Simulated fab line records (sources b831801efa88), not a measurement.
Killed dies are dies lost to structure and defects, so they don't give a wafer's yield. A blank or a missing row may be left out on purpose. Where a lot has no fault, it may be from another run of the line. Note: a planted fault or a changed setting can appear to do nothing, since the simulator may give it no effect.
Comparing a struck lot with a sound one | flow sky130 | 15 steps out of a route of 708
Sound: the wafers L875.1, L875.2, L875.3. Wafers struck: L884.2, L884.3, L884.4. The cause is given at the end.
For every step that has rows: the tool of each side, followed by ch and its chambers, followed by its first start. Under that, the readings that differ: sound wafers | struck wafers | difference of the means | sigmas: that difference in standard deviations of wafers without a fault.
alike: words and numbers the same on both sides, and readings whose means are apart by under 2 such deviations; not compared: readings that were withheld, readings missing a value for some wafer, numbers with overlapping values and no deviation given by the record, and bounds like >300 which may hide the same value.
The two part at a step that has a row with sigmas, a row that says differs or no value, or rows on one side only. Numbers that have no deviation but don't overlap get no sigmas and don't part them. A reading missing from all wafers of one side parts the sides only when that side holds two or more wafers.

first, 5 steps without rows for these wafers: SKY_CAP2M_COAT_07 (resist thk 1140 nm); SKY_CAP2M_SOFTBAKE_08 (time 60 s); SKY_CAP2M_EXPOSE_09 (exposes mask CAP2M, target cd 1000 nm); SKY_CAP2M_PEB_10; SKY_CAP2M_DEVELOP_11 (develop time 60 s).
SKY_CAP2M_OVL_MEAS_12:
  sound on overlay-02, day 42 10:52; struck on overlay-01, day 44 09:43
  alike: CAP2M_OVL
SKY_CAP2M_METAL_ETCH_13: etches TiN in Cl2/BCl3, stops on SiO2, target depth 220 nm, time 62.9 s.
  sound on rieMetal-01 ch 0,1, day 42 10:54; struck on rieMetal-04 ch 0,1, day 44 09:45
  alike: drypumpMotorCurrentA, oesProductAu, throttleValvePct
  not compared: rfHoursCounterH
SKY_CAP2M_STRIP_14: strips in O2/N2.
  sound on plasmaAsher-01 ch 0,1, day 42 10:59; struck on plasmaAsher-04 ch 0,1, day 44 09:50
  alike: drypumpMotorCurrentA, oesProductAu, stripTimeToEndpointS
  not compared: rfHoursCounterH
then, 4 steps without rows for these wafers: SKY_CAP2M_STRIP_15 (strips in post etch residue remover, time 1200 s); SKY_CAP2M_CLEAN_16 (cleans in IPA, time 180 s); SKY_CAP2M_CLEAN_17 (cleans in O3/DIW); SKY_METAL4_DEHYDRATE_05 (time 60 s).
SKY_METAL4_HMDS_06: prime time 60 s.
  sound on lithoTrack-04 ch 0, day 42 21:40; struck on lithoTrack-01 ch 0, day 44 20:18
reading        | sound                | struck               | difference | sigmas
primeTempC (C) | 120.28 119.88 120.27 | 113.55 113.63 113.37 | -6.63      | -55
then, 1 step without rows for these wafers: SKY_METAL4_COAT_07 (resist thk 60 nm).
-- the record jumps here: 4 days lie between the struck wafers' starts before and after (it left off in module METAL4 and takes up again in module PAD_OPEN, whose first step shown is number 708 of the route) --
SKY_PAD_OPEN_PROBE_99:
  sound on prober-02, day 47 02:28; struck on prober-02, day 48 19:42
  alike: defectLimitedYield, killed_at_M0_to_M3, killed_at_M4_up, killedAtContacts, killedAtFrontEnd, killedAtOther, killedDies, killedOpen, killedShort, sort_bin_3_pad_short, sort_bin_5_function, sort_bin_6_memory, sortNPass, sortYieldPct

== WHERE THEY PART ==
Only at SKY_METAL4_HMDS_06, within this record. Later steps at which nothing parts them and some readings are alike: SKY_PAD_OPEN_PROBE_99.

WHY: whatever the simulator had introduced
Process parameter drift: lithoTrack-01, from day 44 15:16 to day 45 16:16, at SKY_METAL4_HMDS_06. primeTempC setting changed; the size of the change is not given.
